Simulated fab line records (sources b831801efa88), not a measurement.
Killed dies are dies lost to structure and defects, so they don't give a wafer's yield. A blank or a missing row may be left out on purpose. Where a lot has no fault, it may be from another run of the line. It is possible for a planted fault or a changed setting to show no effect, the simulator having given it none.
Code-filled problem report in 8D (eight disciplines) form + flow sky130 + the parts of the form that need people (team, actions taken, sign-off) are left out

1. PROBLEM STATEMENT
Wafers without a fault read 48.52 W, standard deviation 0.15; bias-w at SKY_METAL3_METAL_ETCH_18 reads a mean of 55.14 W on 5 wafers belonging to 3 lots. That is +44 standard deviations from the usual mean.
The step: etches the open film in Cl2/BCl3, stops on SiO2, target depth 845 nm, time 183.1 s.
The first sign was on wafer L466.2 at day 42 06:26, on rie-metal-01. The record has a number at this step for 42 wafers belonging to 14 lots. Rule for "out" (also "out of limits"): further than 4 standard deviations from the usual mean. The rest of the wafers with a number are treated as sound.

2. WHAT IT IS; WHAT IT IS NOT
| question                    | is                                     | is not                                                                          |
|-----------------------------|----------------------------------------|---------------------------------------------------------------------------------|
| which readings at this step | bias-w                                 | drypump-motor-current-A, oes-product-au, throttle-valve-pct                     |
| which lots                  | L466, L467, L468                       | L452, L453, L454, L456, L457, L458, L459, L460, L462, L464, L474                |
| which wafers of those lots  | L466.2, L466.3, L467.3, L468.2, L468.3 | L466.6, L467.1, L467.5, L468.5                                                  |
| read on which tools         | rie-metal-01                           | rie-metal-02, rie-metal-04                                                      |
| when                        | from day 42 06:26                      | up to then (31 sound wafers); but 6 sound wafers of L467, L468, L474 came after |

3. THE SUSPECTS, EACH WITH WHAT RULES IT OUT
Counting: a tool at a process step up to the reading stays a suspect if it ran every lot that is out. Sound lots after the first of them don't rule it out here, since some wafers of a struck lot are sound.
- rie-metal-01 at SKY_METAL3_METAL_ETCH_18 (etches the open film in Cl2/BCl3, stops on SiO2, target depth 845 nm, time 183.1 s): kept. Every lot that is out went through it, the first being L466 (day 42 06:26); the last sound lot it ran before that was L464 (day 41 23:51). Out on those wafers are its own readings of bias-w.
- At SKY_METAL3_METAL_ETCH_18 on rie-metal-01, chamber 1 took the sound wafers of the same lots and chamber 0 took the wafers that are out.
The count leaves rie-metal-01 at SKY_METAL3_METAL_ETCH_18.

4. THE CAUSE (what the simulator had put in)
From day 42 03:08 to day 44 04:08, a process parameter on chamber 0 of rie-metal-01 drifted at SKY_METAL3_METAL_ETCH_18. A move of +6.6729 in setting bias-w, from 48.5. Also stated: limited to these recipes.
Counting left only this tool.

5. THE CHAIN OF EFFECTS, in route order
Each row: a reading where the mean over the struck wafers with a number is more than 3 standard deviations away from the usual. Only readings whose record carries a usual standard deviation are examined. hours: median over the lots of the time between each lot's start at the first step of this table that gives one and its start at this step. sigmas: the change, counted in usual standard deviations.
| hours | step                     | reading                  | usual   | on struck wafers | change | sigmas |
|-------|--------------------------|--------------------------|---------|------------------|--------|--------|
| 0     | SKY_METAL3_METAL_ETCH_18 | bias-w                   | 48.52 W | 55.14            | +6.62  | +44    |
| 0     | SKY_METAL3_STRIP_19      | strip-time-to-endpoint-s | 6.50 s  | 6.20             | -0.30  | -3.1   |
The process steps in it:
- SKY_METAL3_METAL_ETCH_18: etches the open film in Cl2/BCl3, stops on SiO2, target depth 845 nm, time 183.1 s.
- SKY_METAL3_STRIP_19: strips in O2/N2.

6. WHAT WOULD HAVE CAUGHT IT SOONER
First out-of-limits reading in this record: day 42 06:26, which is 3 hours after fault onset at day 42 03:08.
